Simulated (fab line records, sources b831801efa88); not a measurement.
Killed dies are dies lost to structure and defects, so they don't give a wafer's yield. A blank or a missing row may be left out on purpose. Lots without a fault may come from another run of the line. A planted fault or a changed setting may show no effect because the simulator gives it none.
Which tool did it? | flow sky130 | 12 lots, 36 wafers sampled, at 5 steps of a route of 708

WHAT THE GAUGES READ, wafer by wafer
SKY_SONOS_ONO_THK_MEAS_03.
lot  | measured     | on            | SONOS_ONO_CVD_02_THK (nm)
L453 | day 11 07:32 | film_metro-02 | 10.63 10.63 10.77
L454 | day 11 23:24 | film_metro-02 | 10.68 10.71 10.71
L460 | day 14 03:43 | film_metro-01 | 11.71 11.49 11.08
L461 | day 14 08:31 | film_metro-01 | 11.57 11.21 11.08
L462 | day 14 11:17 | film_metro-02 | 11.70 10.89 10.82
L469 | day 17 03:40 | film_metro-02 | 10.72 10.64 10.52
L470 | day 17 03:40 | film_metro-03 | 10.67 10.66 10.64
L471 | day 17 12:18 | film_metro-02 | 10.62 10.69 10.56
L472 | day 17 18:10 | film_metro-01 | 10.57 10.61 10.60
L473 | day 18 02:22 | film_metro-01 | 10.55 10.47 10.46
L475 | day 19 04:28 | film_metro-03 | 10.48 10.40 10.31
L476 | day 19 13:17 | film_metro-01 | 10.46 10.42 10.50

SKY_POLY_GATE_THK_MEAS_21.
lot  | measured     | on            | POLY_GATE_OXIDATION_THK (nm)
L453 | day 16 07:20 | film_metro-04 | 4.07 4.01 3.98
L454 | day 16 21:08 | film_metro-04 | 3.89 3.97 4.01
L460 | day 19 06:17 | film_metro-03 | 4.07 4.10 4.05
L461 | day 19 13:38 | film_metro-04 | 3.95 4.01 3.96
L462 | day 19 16:13 | film_metro-01 | 3.95 3.99 3.99
L469 | day 22 13:28 | film_metro-04 | 3.82 3.94 3.92
L470 | day 22 14:13 | film_metro-01 | 4.04 4.07 4.09
L471 | day 23 02:23 | film_metro-01 | 4.11 4.03 4.08
L472 | day 23 07:17 | film_metro-01 | 3.98 3.95 3.98
L473 | day 23 16:32 | film_metro-04 | 4.08 4.06 4.10
L475 | day 24 18:07 | film_metro-04 | 4.04 4.06 4.15
L476 | day 25 04:09 | film_metro-04 | 4.01 4.12 4.05

SKY_LDD_P_CD_MEAS_07: target cd 380 nm.
lot  | measured     | on        | cd_nm (nm)
L453 | day 18 18:55 | cd_sem-01 | 374.7 377.7 378.0
L454 | day 19 09:24 | cd_sem-01 | 374.3 376.3 375.7
L460 | day 21 20:07 | cd_sem-02 | 376.9 376.5 378.6
L461 | day 22 03:19 | cd_sem-02 | 381.9 380.8 382.4
L462 | day 22 05:53 | cd_sem-02 | 376.6 375.6 376.4
L469 | day 25 02:38 | cd_sem-01 | 381.5 382.4 382.7
L470 | day 25 04:13 | cd_sem-02 | 376.9 377.4 379.1
L471 | day 25 16:13 | cd_sem-02 | 377.4 381.1 377.8
L472 | day 25 20:17 | cd_sem-01 | 377.1 377.2 376.5
L473 | day 26 05:36 | cd_sem-01 | 377.9 376.9 379.0
L475 | day 27 06:50 | cd_sem-02 | 375.6 375.6 378.3
L476 | day 27 15:35 | cd_sem-01 | 382.2 380.4 380.2

WHICH TOOL RAN EACH LOT (tool, then ch and the chambers of the sampled wafers, then the start)
lot  | SKY_NWELL_RTA_28                 | SKY_SONOS_ONO_CVD_02
L453 | rtp_anneal-01 ch 0, day 5 04:49  | lpcvd-02 ch 0, day 11 06:29
L454 | rtp_anneal-02 ch 0, day 5 12:41  | lpcvd-02 ch 0, day 11 22:20
L460 | rtp_anneal-01 ch 0, day 7 05:38  | lpcvd-02 ch 1, day 14 02:40
L461 | rtp_anneal-02 ch 0, day 7 10:28  | lpcvd-02 ch 1, day 14 07:28
L462 | rtp_anneal-01 ch 0, day 7 13:52  | lpcvd-02 ch 1, day 14 10:14
L469 | rtp_anneal-02 ch 0, day 9 13:14  | lpcvd-02 ch 0, day 17 02:37
L470 | rtp_anneal-01 ch 0, day 9 13:35  | lpcvd-02 ch 1, day 17 02:37
L471 | rtp_anneal-02 ch 0, day 9 19:52  | lpcvd-02 ch 1, day 17 11:15
L472 | rtp_anneal-01 ch 0, day 10 01:33 | lpcvd-02 ch 0, day 17 17:07
L473 | rtp_anneal-02 ch 0, day 10 08:16 | lpcvd-02 ch 0, day 18 01:17
L475 | rtp_anneal-01 ch 0, day 11 04:17 | lpcvd-02 ch 0, day 19 03:25
L476 | rtp_anneal-01 ch 0, day 11 12:42 | lpcvd-02 ch 0, day 19 12:14
- SKY_NWELL_RTA_28: time 30 s.
- SKY_SONOS_ONO_CVD_02: deposits Si3N4 from DCS/NH3, target thk 10.5 nm, time 180 s.

WHAT THE TOOLS THEMSELVES READ (means of the sampled wafers that have a number; where no wafer has one, the mark that the record gives instead)
SKY_NWELL_RTA_28.
lot  | tool          | lamp_power_pct (%) | wafer_temp_C_max
L453 | rtp_anneal-01 | 25.30              | 1055.6
L454 | rtp_anneal-02 | 25.27              | 1054.8
L460 | rtp_anneal-01 | 25.31              | 1054.9
L461 | rtp_anneal-02 | 25.26              | 1055.1
L462 | rtp_anneal-01 | 25.31              | 1055.7
L469 | rtp_anneal-02 | 25.36              | 1054.5
L470 | rtp_anneal-01 | 25.32              | 1054.8
L471 | rtp_anneal-02 | 25.26              | 1055.2
L472 | rtp_anneal-01 | 25.35              | 1054.5
L473 | rtp_anneal-02 | 25.27              | 1054.2
L475 | rtp_anneal-01 | 25.31              | 1055.2
L476 | rtp_anneal-01 | 25.29              | 1055.5

SKY_SONOS_ONO_CVD_02.
lot  | tool     | pressure_mtorr (mTorr) | spike_tc_centre_C (C) | zone_power_centre_pct (%) | zone_power_lower_pct (%) | zone_power_upper_pct (%)
L453 | lpcvd-02 | 250.1                  | 772.6                 | 16.0                      | 10.69                    | 12.17
L454 | lpcvd-02 | 249.9                  | 772.2                 | 15.8                      | 10.76                    | 12.16
L460 | lpcvd-02 | 250.2                  | 787.0                 | 19.8                      | 9.17                     | 10.07
L461 | lpcvd-02 | 250.2                  | 786.9                 | 20.0                      | 9.11                     | 10.08
L462 | lpcvd-02 | 249.9                  | 787.5                 | 20.0                      | 9.18                     | 10.01
L469 | lpcvd-02 | 249.9                  | 771.4                 | 16.1                      | 10.67                    | 12.11
L470 | lpcvd-02 | 249.7                  | 771.3                 | 15.0                      | 11.19                    | 12.13
L471 | lpcvd-02 | 250.1                  | 770.6                 | 15.1                      | 11.11                    | 12.31
L472 | lpcvd-02 | 249.8                  | 771.2                 | 15.9                      | 10.65                    | 12.20
L473 | lpcvd-02 | 249.7                  | 771.5                 | 16.1                      | 10.73                    | 12.21
L475 | lpcvd-02 | 249.8                  | 772.1                 | 16.0                      | 10.73                    | 12.19
L476 | lpcvd-02 | 250.5                  | 771.4                 | 16.0                      | 10.69                    | 12.13

THE ANSWER, worked out from the rows above alone
Rule: what is usual is taken from the lots themselves. Put in order of their means at a reading, lots are off if they are a third of the lots or fewer, leave a main group of 4 or more, and stand apart from it by a gap of 3 or more times the standard deviation of the main group's means; of several such gaps the widest counts. A main group whose means are all the same, to the digits that the tables above print for the reading, isn't used. A lot without any number at a reading at which 4 lots or more have one is off too. The other lots that the step has rows for count as sound. The gauges are gone through in route order, then the tools' own readings, and for those a lot's mean is taken as printed above. The first step at which some lot is off is used, and at that step the reading that is off furthest; a lot without a number counts as furthest.
Off: L460, L461, L462, at SKY_SONOS_ONO_THK_MEAS_03 (SONOS_ONO_CVD_02_THK). The main group: mean 10.58 nm, standard deviation 0.1.
A tool fits if, at a process step before that reading, it ran every lot that is off, and no sound lot after the first of them. The gauges at SKY_SONOS_ONO_THK_MEAS_03 aren't tried: what is off there is off at SKY_SONOS_ONO_CVD_02 too, on other tools, and a gauge's error can't cause that. None of those tried fits.

WHAT THE SIMULATOR HAD PUT IN
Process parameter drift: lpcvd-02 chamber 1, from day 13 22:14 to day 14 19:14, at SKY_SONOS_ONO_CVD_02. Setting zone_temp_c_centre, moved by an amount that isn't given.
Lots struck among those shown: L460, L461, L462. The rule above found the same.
